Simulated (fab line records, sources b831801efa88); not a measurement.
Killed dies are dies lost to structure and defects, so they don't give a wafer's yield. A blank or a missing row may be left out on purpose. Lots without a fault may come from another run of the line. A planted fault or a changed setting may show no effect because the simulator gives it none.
Chamber matching | flow sfq_line | SFQ_TRILAYER_I7_CMP_CMP_184 on cmp-02: 4 sister chambers
The step polishes SiO2. 4 wafers are shown with their chamber, then 7 later ones without.

WAFERS WITH THEIR CHAMBER
wafer  | chamber | motor_current_A (A)
L647.2 | 3       | 11.1
L650.1 | 1       | 10.4
L661.3 | 2       | 11.8
L661.4 | 0       | 10.2

WAFERS WITHOUT THEIR CHAMBER
wafer  | motor_current_A (A)
L661.6 | 10.8
L667.4 | 9.9
L667.3 | 11.9
L667.5 | 11.0
L668.2 | 10.3
L668.1 | 10.8
L668.6 | 10.4

WHICH CHAMBER EACH WENT THROUGH
wafer  | from the rows above          | in truth
L661.6 | can't be placed: 3 or 1 or 0 | 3
L667.4 | can't be placed: 0 or 1      | 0
L667.3 | 2                            | 2
L667.5 | 3                            | 3
L668.2 | can't be placed: 1 or 0      | 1
L668.1 | can't be placed: 3 or 1 or 0 | 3
L668.6 | can't be placed: 1 or 0      | 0
Placed correctly: 2 of 7. Can't be placed from these rows: 5 (the true chamber is among the candidates in 5). Placed wrongly: 0.
How it was worked out, from the rows above alone: a wafer's distance from a chamber is the root of the sum, over the readings, of the square of ((its reading less the chamber's mean) divided by the reading's scatter). The wafer belongs to the nearest chamber; if the next one is less than 2 further off, it can't be placed. A chamber's mean is the mean of its shown wafers. The scatter: with one shown wafer a chamber, the root of the mean of the squares of how far each hidden wafer lies from its nearest shown one.
